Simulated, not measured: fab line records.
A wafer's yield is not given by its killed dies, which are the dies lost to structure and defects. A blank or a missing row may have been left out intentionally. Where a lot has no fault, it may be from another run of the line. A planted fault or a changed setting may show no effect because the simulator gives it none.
The tool behind it: which one? + flow sky130 + Sampling: 12 lots, 36 wafers, 7 of 708 route steps

== WHAT EACH GAUGE READ, for each wafer ==
SKY_NWELL_OVL_MEAS_10. Usual: NWELL_00_OVL gives 0.0 nm (standard deviation 1.4).
| lot  | measured     | on         | NWELL_00_OVL (nm) | flag |
|------|--------------|------------|-------------------|------|
| L986 | day 5 13:42  | overlay-02 | -1.1 1.1 -0.7     |      |
| L987 | day 5 16:55  | overlay-02 | -1.2 0.0 -0.7     |      |
| L988 | day 5 21:37  | overlay-02 | 0.2 2.4 1.2       |      |
| L989 | day 6 04:14  | overlay-02 | -0.6 -1.9 -1.8    |      |
| L990 | day 6 11:45  | overlay-01 | 1.6 2.4 1.3       |      |
| L991 | day 6 19:43  | overlay-01 | 0.4 0.0 0.5       |      |
| L994 | day 7 11:31  | overlay-02 | -0.4 -1.5 -1.5    |      |
| L997 | day 8 02:58  | overlay-02 | 1.6 0.1 -0.4      |      |
| L100 | day 9 01:52  | overlay-02 | -0.9 -1.9 -0.4    |      |
| L101 | day 9 05:20  | overlay-01 | 0.2 2.6 2.4       |      |
| L103 | day 9 15:32  | overlay-01 | -1.3 -0.6 -2.4    |      |
| L104 | day 10 01:14 | overlay-01 | -1.5 -1.9 -2.1    |      |

SKY_VT_ADJUST_HVTP_CD_MEAS_07: target cd 380 nm. Usual: cd nm reads 379.8 nm (standard deviation 2.8).
| lot  | measured     | on        | cd nm (nm)        | flag |
|------|--------------|-----------|-------------------|------|
| L986 | day 7 04:49  | cd sem-01 | 381.5 380.4 380.5 |      |
| L987 | day 7 08:16  | cd sem-02 | 376.8 380.1 379.4 |      |
| L988 | day 7 12:46  | cd sem-02 | 374.8 379.4 375.9 |      |
| L989 | day 7 20:02  | cd sem-01 | 378.7 376.1 379.6 |      |
| L990 | day 8 04:10  | cd sem-02 | 378.6 375.8 375.4 |      |
| L991 | day 8 12:10  | cd sem-02 | 377.8 376.3 377.4 |      |
| L994 | day 9 05:49  | cd sem-01 | 384.7 388.6 384.8 |      |
| L997 | day 9 22:41  | cd sem-01 | - - -             | OFF  |
| L100 | day 10 23:58 | cd sem-02 | - - -             | OFF  |
| L101 | day 11 03:13 | cd sem-01 | 376.9 378.7 379.2 |      |
| L103 | day 11 14:02 | cd sem-02 | 379.7 378.4 378.8 |      |
| L104 | day 12 00:49 | cd sem-01 | 379.5 381.9 380.6 |      |

SKY_VT_ADJUST_HVTP_OVL_MEAS_08. Usual: VT_ADJUST_HVTP_OVL gives -0.1 nm (standard deviation 1.5).
| lot  | measured     | on         | VT_ADJUST_HVTP_OVL (nm) | flag |
|------|--------------|------------|-------------------------|------|
| L986 | day 7 04:56  | overlay-01 | -2.1 -0.7 0.1           |      |
| L987 | day 7 08:22  | overlay-02 | -1.3 -2.2 -1.4          |      |
| L988 | day 7 12:53  | overlay-01 | -2.7 -0.3 -2.6          |      |
| L989 | day 7 20:09  | overlay-02 | 0.3 1.7 0.1             |      |
| L990 | day 8 04:16  | overlay-02 | -0.7 0.2 -1.8           |      |
| L991 | day 8 12:17  | overlay-02 | 2.6 3.0 4.3             |      |
| L994 | day 9 05:56  | overlay-01 | 0.0 0.3 -2.0            |      |
| L997 | day 9 22:48  | overlay-02 | - - -                   | OFF  |
| L100 | day 11 00:05 | overlay-02 | - - -                   | OFF  |
| L101 | day 11 03:20 | overlay-02 | 1.0 1.9 0.7             |      |
| L103 | day 11 14:08 | overlay-02 | -2.4 -3.5 -2.1          |      |
| L104 | day 12 00:56 | overlay-01 | -0.7 -0.7 0.1           |      |

SKY_VT_ADJUST_HVTP_TW_MEAS_11. Usual: VT_ADJUST_HVTP_TW gives 1357 (standard deviation 9.1).
| lot  | measured     | on            | VT_ADJUST_HVTP_TW | flag |
|------|--------------|---------------|-------------------|------|
| L986 | day 7 05:14  | film metro-03 | 1351 1361 1359    |      |
| L987 | day 7 08:39  | film metro-01 | 1357 1364 1371    |      |
| L988 | day 7 13:10  | film metro-04 | 1354 1357 1357    |      |
| L989 | day 7 20:26  | film metro-04 | 1360 1345 1352    |      |
| L990 | day 8 04:33  | film metro-01 | 1351 1366 1368    |      |
| L991 | day 8 12:35  | film metro-04 | 1353 1350 1363    |      |
| L994 | day 9 06:13  | film metro-03 | 1354 1357 1353    |      |
| L997 | day 9 23:05  | film metro-01 | 30 30 30 30 30 30 | OFF  |
| L100 | day 11 00:23 | film metro-04 | 30 30 30 30 30 30 | OFF  |
| L101 | day 11 03:37 | film metro-04 | 1350 1353 1360    |      |
| L103 | day 11 14:26 | film metro-01 | 1367 1368 1361    |      |
| L104 | day 12 01:13 | film metro-04 | 1349 1349 1357    |      |

SKY_SONOS_ONO_THK_MEAS_03. Usual: SONOS_ONO_CVD_02_THK gives 10.45 nm (standard deviation 0.18).
| lot  | measured     | on            | SONOS_ONO_CVD_02_THK (nm) | flag |
|------|--------------|---------------|---------------------------|------|
| L986 | day 12 23:13 | film metro-02 | 10.13 10.20 10.14         |      |
| L987 | day 13 04:59 | film metro-01 | 10.43 10.49 10.40         |      |
| L988 | day 13 09:10 | film metro-03 | 10.42 10.49 10.45         |      |
| L989 | day 13 19:37 | film metro-01 | 10.70 10.68 10.80         |      |
| L990 | day 14 05:32 | film metro-02 | 10.48 10.43 10.59         |      |
| L991 | day 14 13:52 | film metro-01 | 10.18 10.26 10.26         |      |
| L994 | day 15 14:55 | film metro-01 | 10.46 10.34 10.49         |      |
| L101 | day 17 21:40 | film metro-02 | 10.72 10.90 10.86         |      |
| L103 | day 18 12:14 | film metro-02 | 10.24 10.06 10.19         |      |
| L104 | day 19 00:16 | film metro-01 | 10.34 10.43 10.38         |      |

== TOOL THAT RAN EACH LOT (tool first, then ch and the chambers of the sampled wafers, then the start) ==
| lot  | SKY_FIELD_ISO_ETCH_14             | SKY_VT_ADJUST_HVTP_DEVELOP_06     |
|------|-----------------------------------|-----------------------------------|
| L986 | rie diel-04 ch 0,1,3, day 3 03:29 | litho track-01 ch 0, day 7 04:40  |
| L987 | rie diel-03 ch 0,1,2, day 3 06:56 | litho track-01 ch 0, day 7 08:07  |
| L988 | rie diel-04 ch 0,1,3, day 3 11:07 | litho track-03 ch 0, day 7 12:37  |
| L989 | rie diel-04 ch 1,3, day 3 16:01   | litho track-01 ch 0, day 7 19:54  |
| L990 | rie diel-01 ch 0,1, day 3 23:01   | litho track-01 ch 0, day 8 04:01  |
| L991 | rie diel-04 ch 0,2,3, day 4 05:04 | litho track-01 ch 0, day 8 12:01  |
| L994 | rie diel-03 ch 0,1,3, day 4 19:17 | litho track-04 ch 0, day 9 05:41  |
| L997 | rie diel-01 ch 1,2,3, day 5 10:04 | litho track-01 ch 0, day 9 22:33  |
| L100 | rie diel-04 ch 0,1,3, day 6 04:04 | litho track-01 ch 0, day 10 23:49 |
| L101 | rie diel-01 ch 0,1,3, day 6 06:55 | litho track-03 ch 0, day 11 03:04 |
| L103 | rie diel-03 ch 0,2,3, day 6 18:07 | litho track-03 ch 0, day 11 13:53 |
| L104 | rie diel-04 ch 0,2,3, day 7 01:37 | litho track-03 ch 0, day 12 00:40 |
- SKY_FIELD_ISO_ETCH_14: etches BARC in N2/H2, stops on SiO2, time 45.9 s, target depth 60 nm.
- SKY_VT_ADJUST_HVTP_DEVELOP_06: develop time 60 s.

== AS READ BY THE TOOLS THEMSELVES (means over the sampled wafers that have a number; for cases with no such wafer, the mark the record gives instead) ==
SKY_FIELD_ISO_ETCH_14. Usual: drypump motor current A 5.8 A, standard deviation 0.45; oes product au 0.854 a.u., standard deviation 0.005; throttle valve pct 13.225 %, standard deviation 0.01.
| lot  | tool        | drypump motor current A (A) | oes product au (a.u.) | throttle valve pct (%) | flag |
|------|-------------|-----------------------------|-----------------------|------------------------|------|
| L986 | rie diel-04 | 5.8                         | 0.855                 | 13.224                 |      |
| L987 | rie diel-03 | 5.8                         | 0.854                 | 13.232                 |      |
| L988 | rie diel-04 | 5.8                         | 0.857                 | 13.229                 |      |
| L989 | rie diel-04 | 6.0                         | 0.854                 | 13.225                 |      |
| L990 | rie diel-01 | 6.2                         | 0.857                 | 13.223                 |      |
| L991 | rie diel-04 | 5.8                         | 0.856                 | 13.246                 |      |
| L994 | rie diel-03 | 5.9                         | 0.856                 | 13.215                 |      |
| L997 | rie diel-01 | 5.7                         | 0.858                 | 13.230                 |      |
| L100 | rie diel-04 | 5.8                         | 0.851                 | 13.217                 |      |
| L101 | rie diel-01 | 6.2                         | 0.850                 | 13.221                 |      |
| L103 | rie diel-03 | 5.8                         | 0.856                 | 13.211                 |      |
| L104 | rie diel-04 | 5.8                         | 0.854                 | 13.228                 |      |

== THE ANSWER, worked out from the rows above alone ==
Rule: a lot is off if the mean of its wafers that have a number lies more than 3 standard deviations from the usual mean. Also off: a lot with no number at a reading for which 4 or more lots have one. Any other lot the step has rows for is counted as sound. The gauges are gone through in route order, then the tools' own readings, and for those a lot's mean is taken as printed above. At the first step where some lot is off, the reading lying furthest off is the one used; lots without a number count as furthest.
Off at SKY_VT_ADJUST_HVTP_CD_MEAS_07 (cd nm): L997, L100. Without a number there: L997, L100.
If a tool, at a process step before that reading, ran all the lots that are off and no sound lot after the first of them, it fits. The gauges at SKY_VT_ADJUST_HVTP_CD_MEAS_07 aren't tried: what is off there is off at SKY_VT_ADJUST_HVTP_OVL_MEAS_08 too, on other tools, and a gauge's error can't cause that. One fits: litho track-01 at SKY_VT_ADJUST_HVTP_DEVELOP_06. A fault onset in the window from L991 (day 8 12:01, its last sound lot) to L997 (day 9 22:33, its first lot off) fits.

== WHAT THE SIMULATOR PUT IN ==
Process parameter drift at SKY_VT_ADJUST_HVTP_DEVELOP_06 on litho track-01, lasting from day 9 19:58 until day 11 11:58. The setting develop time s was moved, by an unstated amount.
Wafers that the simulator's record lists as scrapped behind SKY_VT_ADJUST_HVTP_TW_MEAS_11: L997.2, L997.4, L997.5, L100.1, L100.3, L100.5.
Shown lots that were struck: L997, L100. The rule above reached the same finding.
